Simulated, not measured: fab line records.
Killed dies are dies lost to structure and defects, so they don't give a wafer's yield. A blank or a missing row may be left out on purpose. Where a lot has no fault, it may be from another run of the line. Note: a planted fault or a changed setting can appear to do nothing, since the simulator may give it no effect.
A sampling plan put to the test ; flow gf180mcu ; one line in one fab, 11 faults in these records, each fault weighed on the records of the lots it struck
What counts as the plan is the set of the line's own looks, namely the steps on the route at which a gauge or an inspection reads a wafer and does not change it. A look can be judged if struck wafers have a number there and the file gives its usual mean and standard deviation on fault-free wafers. Caught: the struck wafers' mean, at a look after the fault's first step, is 4 or more of those standard deviations (sigma) away from the usual mean. On the tool: the same test on the tool's own readings at the fault's steps. It also counts as caught if the struck wafers ran another recipe or if their record alone is blank.

== THE FAULTS, as the simulator had put them in ==
1. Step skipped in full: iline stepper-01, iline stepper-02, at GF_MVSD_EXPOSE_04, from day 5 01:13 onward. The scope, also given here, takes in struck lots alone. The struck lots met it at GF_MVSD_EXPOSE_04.
2. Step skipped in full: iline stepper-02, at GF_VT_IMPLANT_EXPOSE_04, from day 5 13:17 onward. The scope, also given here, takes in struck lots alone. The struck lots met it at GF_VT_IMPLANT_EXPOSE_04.
3. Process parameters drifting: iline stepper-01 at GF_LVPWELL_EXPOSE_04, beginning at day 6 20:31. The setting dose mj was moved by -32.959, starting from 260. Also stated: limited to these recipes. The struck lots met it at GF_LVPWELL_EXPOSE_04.
4. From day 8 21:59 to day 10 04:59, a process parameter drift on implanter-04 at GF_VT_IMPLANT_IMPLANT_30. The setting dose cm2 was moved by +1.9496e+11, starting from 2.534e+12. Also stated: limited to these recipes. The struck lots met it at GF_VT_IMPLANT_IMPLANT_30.
5. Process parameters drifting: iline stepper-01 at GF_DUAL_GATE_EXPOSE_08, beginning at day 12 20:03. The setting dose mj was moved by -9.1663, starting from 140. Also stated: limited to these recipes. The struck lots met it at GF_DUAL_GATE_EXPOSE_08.
6. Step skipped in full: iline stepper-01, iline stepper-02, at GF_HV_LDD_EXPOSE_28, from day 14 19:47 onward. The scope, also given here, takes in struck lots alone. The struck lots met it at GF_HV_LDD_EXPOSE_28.
7. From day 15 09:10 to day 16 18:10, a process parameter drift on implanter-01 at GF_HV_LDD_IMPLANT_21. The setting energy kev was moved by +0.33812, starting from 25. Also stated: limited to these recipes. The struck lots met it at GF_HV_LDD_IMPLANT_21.
8. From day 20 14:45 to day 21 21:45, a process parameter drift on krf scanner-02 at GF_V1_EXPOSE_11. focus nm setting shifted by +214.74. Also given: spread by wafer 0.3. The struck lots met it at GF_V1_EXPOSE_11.
9. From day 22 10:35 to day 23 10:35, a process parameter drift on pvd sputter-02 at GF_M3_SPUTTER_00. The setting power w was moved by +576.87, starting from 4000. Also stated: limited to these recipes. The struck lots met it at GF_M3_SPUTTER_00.
10. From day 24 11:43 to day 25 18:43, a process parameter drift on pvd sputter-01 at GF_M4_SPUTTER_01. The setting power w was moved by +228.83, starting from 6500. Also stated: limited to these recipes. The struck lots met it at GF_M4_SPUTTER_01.
11. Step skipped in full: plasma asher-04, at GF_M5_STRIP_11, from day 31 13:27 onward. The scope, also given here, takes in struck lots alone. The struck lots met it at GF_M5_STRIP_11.

== WHAT THE PLAN SAW ==
fault;on the tool itself;first look that catches it;reading, sigma;median hours from its first step to that look;hours from the fault's start to the first struck lot there;judged looks passed uncaught
1;no reading that can be judged;none of the 3 looks that can be judged after it;-;-;-;3
2;no reading that can be judged;no look after it can be judged;-;-;-;0
3;exposure dose mJ cm2 -99 or beyond sigma;not the one look that can be judged after it;-;-;-;1
4;dose ions cm2 +72 sigma;no look after it can be judged;-;-;-;0
5;exposure dose mJ cm2 -65 sigma;none of the 2 looks that can be judged after it;-;-;-;2
6;no reading that can be judged;no look after it can be judged;-;-;-;0
7;beam energy keV +44 sigma;not the one look that can be judged after it;-;-;-;1
8;only faintly: exposure dose mJ cm2 -3.2 sigma;no look after it can be judged;-;-;-;0
9;cathode dc power W +99 or beyond sigma;no look after it can be judged;-;-;-;0
10;cathode dc power W +99 or beyond sigma;none of the 2 looks that can be judged after it;-;-;-;2
11;the tool's record is blank for the struck wafers;no look after it can be judged;-;-;-;0
A dash: the fault is not caught, or the number is missing from these records.

Caught at a look: 0 of 11. Caught on the tool: 7 of 11. By one or the other: 7 of 11.
On the tool alone, faults 3, 4, 5, 7, 9, 10, 11 were caught.
Caught by neither: faults 1, 2, 6, 8.
